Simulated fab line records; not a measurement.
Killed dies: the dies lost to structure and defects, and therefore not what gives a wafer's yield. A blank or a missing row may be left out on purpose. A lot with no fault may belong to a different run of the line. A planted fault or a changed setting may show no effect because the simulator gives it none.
Matching of chambers | flow sky130 | SKY_CONTACT_ETCH_17 on rie-diel-03 has 4 sister chambers
The step etches SiO2 in C4F8/O2/Ar, stops on Si3N4, target depth 340 nm. 14 wafers are shown with their chamber, then 7 later ones without.

WAFERS WITH THEIR CHAMBER
wafer  | chamber | chamber-pressure-mTorr (mTorr) | oes-product-au (a.u.) | rf-fwd-power-W (W)
L654.3 | 0       | 40.05                          | 0.888                 | 1488
L654.5 | 2       | 39.99                          | 0.889                 | 1499
L654.6 | 1       | 39.97                          | 0.891                 | 1488
L658.1 | 2       | 40.00                          | 0.888                 | 1489
L658.2 | 1       | 39.99                          | 0.894                 | 1492
L658.4 | 3       | 40.01                          | 0.882                 | 1488
L660.3 | 3       | 39.96                          | 0.888                 | 1491
L660.4 | 1       | 40.00                          | 0.884                 | 1488
L660.6 | 0       | 40.01                          | 0.888                 | 1487
L663.4 | 1       | 39.98                          | 0.887                 | 1496
L663.5 | 0       | 40.09                          | 0.897                 | 1497
L663.6 | 1       | 40.03                          | 0.896                 | 1499
L666.1 | 0       | 40.04                          | 0.892                 | 1488
L666.3 | 2       | 40.05                          | 0.889                 | 1502

SIGNATURES (averages over the wafers above)
reading                | chamber 0 | chamber 1 | chamber 2 | chamber 3 | scatter within a chamber
chamber-pressure-mTorr | 40.0475   | 39.9940   | 40.0133   | 39.9850   | 0.0295
oes-product-au         | 0.89125   | 0.89040   | 0.88867   | 0.88500   | 0.00413
rf-fwd-power-W         | 1490.00   | 1492.60   | 1496.67   | 1489.50   | 5.08
Rule: a wafer lies at a distance from a chamber equal to the root of the sum of squares, over the readings, of (its reading less the chamber's mean, divided by the reading's scatter). If the next closest chamber is less than 2 further off than the closest, the wafer can't be placed; otherwise it belongs to the closest. How the scatter is found: for the shown wafers, subtract from each reading the mean of its chamber, square and add these, divide the total by (wafers less chambers), then take the root.

WAFERS WITHOUT THEIR CHAMBER
wafer  | chamber-pressure-mTorr (mTorr) | oes-product-au (a.u.) | rf-fwd-power-W (W)
L666.5 | 40.02                          | 0.892                 | 1502
L673.3 | 40.05                          | 0.898                 | 1492
L673.4 | 40.05                          | 0.891                 | 1487
L673.5 | 39.91                          | 0.896                 | 1501
L672.2 | 40.02                          | 0.895                 | 1499
L672.4 | 39.98                          | 0.884                 | 1495
L672.6 | 40.02                          | 0.894                 | 1491

WHICH CHAMBER EACH WENT THROUGH
wafer  | from the rows above               | in truth
L666.5 | can't be placed: 2 or 1 or 0 or 3 | 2
L673.3 | can't be placed: 0 or 1 or 2      | 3
L673.4 | can't be placed: 0 or 1 or 2      | 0
L673.5 | can't be placed: 1 or 2 or 3 or 0 | 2
L672.2 | can't be placed: 2 or 1 or 0 or 3 | 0
L672.4 | can't be placed: 3 or 2 or 1 or 0 | 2
L672.6 | can't be placed: 0 or 1 or 2 or 3 | 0
Placed correctly: 0 of 7. Can't be placed from these rows: 7 (the true chamber is among the candidates in 6). Number placed wrongly: 0.
